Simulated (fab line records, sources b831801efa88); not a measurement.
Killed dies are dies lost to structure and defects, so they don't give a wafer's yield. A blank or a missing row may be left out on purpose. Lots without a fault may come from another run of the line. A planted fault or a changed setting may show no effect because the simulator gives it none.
Split-lot experiment | flow gf180mcu | 5 lots, 23 wafers read, on a route of 602 steps

THE SPLIT
At GF_V1_CVD_02 (deposits SiO2 from TEOS, target thk 850 nm, time 94.851 s), the setting time_s was moved away from the recipe's 94.851 s on 8 of the 23 wafers read, by -12.1% to +14.4%. The other wafers ran this setting at the recipe's value.

The file shows no step between the split and the reading.

THE READING
V1_CVD_02_THK, in nm, at GF_V1_THK_MEAS_03. Fault-free wafers of this fab line usually give 849 nm, standard deviation 9.7 nm.

wafer  | tool, chamber at the split | time_s as run, s | against the recipe | V1_CVD_02_THK, nm | against lot-mates on the recipe
L074.1 | pecvd-03, 1                | 94.851           | recipe             | 840               | -
L074.2 | pecvd-03, 2                | 105.3            | +11.0%             | 932               | +86
L074.3 | pecvd-03, 0                | 105.3            | +11.0%             | 925               | +78
L074.4 | pecvd-03, 2                | 94.851           | recipe             | 853               | -
L074.5 | pecvd-03, 0                | 105.3            | +11.0%             | 937               | +90
L076.2 | pecvd-03, 1                | 94.851           | recipe             | 841               | -
L076.3 | pecvd-03, 2                | 94.851           | recipe             | 843               | -
L076.6 | pecvd-03, 0                | 94.851           | recipe             | 852               | -
L077.1 | pecvd-01, 1                | 83.42            | -12.1%             | 749               | -112
L077.3 | pecvd-01, 0                | 94.851           | recipe             | 852               | -
L077.4 | pecvd-01, 2                | 83.42            | -12.1%             | 747               | -114
L077.5 | pecvd-01, 0                | 83.42            | -12.1%             | 750               | -111
L077.6 | pecvd-01, 1                | 94.851           | recipe             | 870               | -
L082.2 | pecvd-02, 1                | 94.851           | recipe             | 843               | -
L082.3 | pecvd-02, 0                | 94.851           | recipe             | 846               | -
L082.4 | pecvd-02, 1                | 94.851           | recipe             | 853               | -
L082.5 | pecvd-02, 0                | 94.851           | recipe             | 851               | -
L082.6 | pecvd-02, 2                | 94.851           | recipe             | 857               | -
L084.1 | pecvd-02, 2                | 108.5            | +14.4%             | 975               | +126
L084.2 | pecvd-02, 1                | 94.851           | recipe             | 844               | -
L084.3 | pecvd-02, 0                | 94.851           | recipe             | 841               | -
L084.4 | pecvd-02, 0                | 108.5            | +14.4%             | 976               | +127
L084.5 | pecvd-02, 2                | 94.851           | recipe             | 862               | -

THE FIT
A straight line over all 23 wafers: V1_CVD_02_THK changes by +8.23 nm for each +1% of time_s; r = +0.99; the points scatter about the line by 8.3 nm.
The same after taking each lot's own level away (the mean of its wafers on the recipe; 23 wafers): +8.7 nm for each +1%; r = +0.99; scatter 7.5 nm.
On that fit, the largest move of time_s shifts the reading by 1.3e+02 nm.
The lots' own levels span 845.3 to 861.0 nm, that is 1.6 times the standard deviation above.
So the lot-to-lot level changes the slope little: the two slopes agree.
Check: with one of the wafers moved furthest among these (+14.4%) left out of the fit, the line predicts +122 nm for it against its lot-mates. It came out at +126 nm against them.

OTHER SPLITS ON THESE WAFERS
These wafers also went through other splits before the reading. Each is held against what the fit with the lots' levels taken away leaves over:
other split on the same wafers | wafers away from the commonest value | r with V1_CVD_02_THK (lot level and that fit taken away)
GF_CONTACT_CVD_24 temp_c       | 10                                   | +0.05
GF_M1_COAT_09 resist_thk_nm    | 9                                    | +0.12
GF_M1_SOFTBAKE_10 temp_c       | 5                                    | +0.36

THE WHOLE CHAIN: every reading that the file lists as answering this split, in the file's order
step              | what it does                                              | reading                                                                   | change (the file's fit)              | r (the file's)
GF_V1_CVD_02      | deposits SiO2 from TEOS, target thk 850 nm, time 94.851 s | SiO2_of_V1_CVD_02.thk_nm (the simulator's own value, which no gauge read) | +8.66 nm for each +1% of the setting | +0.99
GF_V1_THK_MEAS_03 |                                                           | V1_CVD_02_THK                                                             | +8.67 for each +1% of the setting    | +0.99
GF_V1_CMP_04      | polishes SiO2                                             | time_to_endpoint_s                                                        | withheld for each +1% of the setting | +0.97

THE FILE'S OWN FIT
V1_CVD_02_THK changes by +8.67 nm for each +1% of time_s, r = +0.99.
